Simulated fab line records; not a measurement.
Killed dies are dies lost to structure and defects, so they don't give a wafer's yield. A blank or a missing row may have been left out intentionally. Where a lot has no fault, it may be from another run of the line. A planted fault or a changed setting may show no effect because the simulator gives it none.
2 desks, one fault || flow sky130 || numbers are kept per desk, each desk with only its own; the story behind them comes last

== THE METROLOGY DESK ==
What the gauges read, lot by lot, whatever tool the lot ran on: means of the sampled wafers that have a number. Any lot whose mean is over 4 standard deviations away from the usual mean is out of limits and marked OUT; that distance is given in the brackets.
Columns: A = CONTACT_BOW at SKY_CONTACT_BOW_MEAS_05, usual 81 um
{"lot": "L434", "first seen here": "day 30 12:05", "A": 83}
{"lot": "L435", "first seen here": "day 30 22:23", "A": 71}
{"lot": "L436", "first seen here": "day 30 23:34", "A": 82}
{"lot": "L437", "first seen here": "day 31 08:11", "A": 82}
{"lot": "L438", "first seen here": "day 31 19:35", "A": 84}
{"lot": "L439", "first seen here": "day 31 23:39", "A": 79}
{"lot": "L441", "first seen here": "day 32 20:39", "A": 76}
{"lot": "L449", "first seen here": "day 35 10:07", "A": 86}
{"lot": "L450", "first seen here": "day 35 21:43", "A": 81}
{"lot": "L454", "first seen here": "day 36 23:47", "A": 82}
{"lot": "L455", "first seen here": "day 37 12:19", "A": 87}
{"lot": "L457", "first seen here": "day 37 21:24", "A": 74}
This desk's verdict: no lot among the 12 shows anything out of limits.

== DESK OF THE TOOL OWNER: rie metal-04 ==
The tool's own readings at SKY_LOCAL_INTERCONNECT_ETCH_13 (etches BARC in N2/H2, stops on SiO2, time 45.9 s, target depth 60 nm): means of the sampled wafers that have a number, for each lot that ran on this tool. Any lot whose mean is over 4 standard deviations away from the usual mean is out of limits and marked OUT; that distance is given in the brackets.
Columns: A = chamber pressure mTorr at SKY_LOCAL_INTERCONNECT_ETCH_13, usual 30.00 mTorr; B = drypump motor current A at SKY_LOCAL_INTERCONNECT_ETCH_13, usual 5.5 A; C = oes product au at SKY_LOCAL_INTERCONNECT_ETCH_13, usual 0.854 a.u.; D = rf fwd power W at SKY_LOCAL_INTERCONNECT_ETCH_13, usual 495.4 W; E = throttle valve pct at SKY_LOCAL_INTERCONNECT_ETCH_13, usual 13.225 %
{"lot": "L438", "first seen here": "day 31 18:21", "A": 30.03, "B": 5.9, "C": 0.856, "D": 497.0, "E": 13.219}
{"lot": "L449", "first seen here": "day 35 08:41", "A": 30.01, "B": 5.9, "C": 0.854, "D": "549.5 (+22) OUT", "E": 13.218}
{"lot": "L450", "first seen here": "day 35 20:18", "A": 30.00, "B": 5.9, "C": 0.851, "D": "521.0 (+10) OUT", "E": 13.230}
This desk finds L449, L450 out of limits, L449 being first, at day 35 08:41 (rf fwd power W at SKY_LOCAL_INTERCONNECT_ETCH_13). L438: within limits.

== BROUGHT TOGETHER ==
An alarm could have come from the tool owner's desk at day 35 08:41, on L449, L450.
The metrology desk saw nothing out of limits.
The metrology desk holds a record of L449, L450, inside its limits.
All the named lots went through SKY_LOCAL_INTERCONNECT_ETCH_13 on rie metal-04.

== WHAT HAD BEEN PUT IN BY THE SIMULATOR ==
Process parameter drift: rie metal-04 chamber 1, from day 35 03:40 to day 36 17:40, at SKY_LOCAL_INTERCONNECT_ETCH_13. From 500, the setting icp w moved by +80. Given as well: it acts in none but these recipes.
Struck lots among those shown: L449, L450.
How many hours passed from the start of the fault until each desk's first out-of-limits reading: the tool owner's desk, 5.
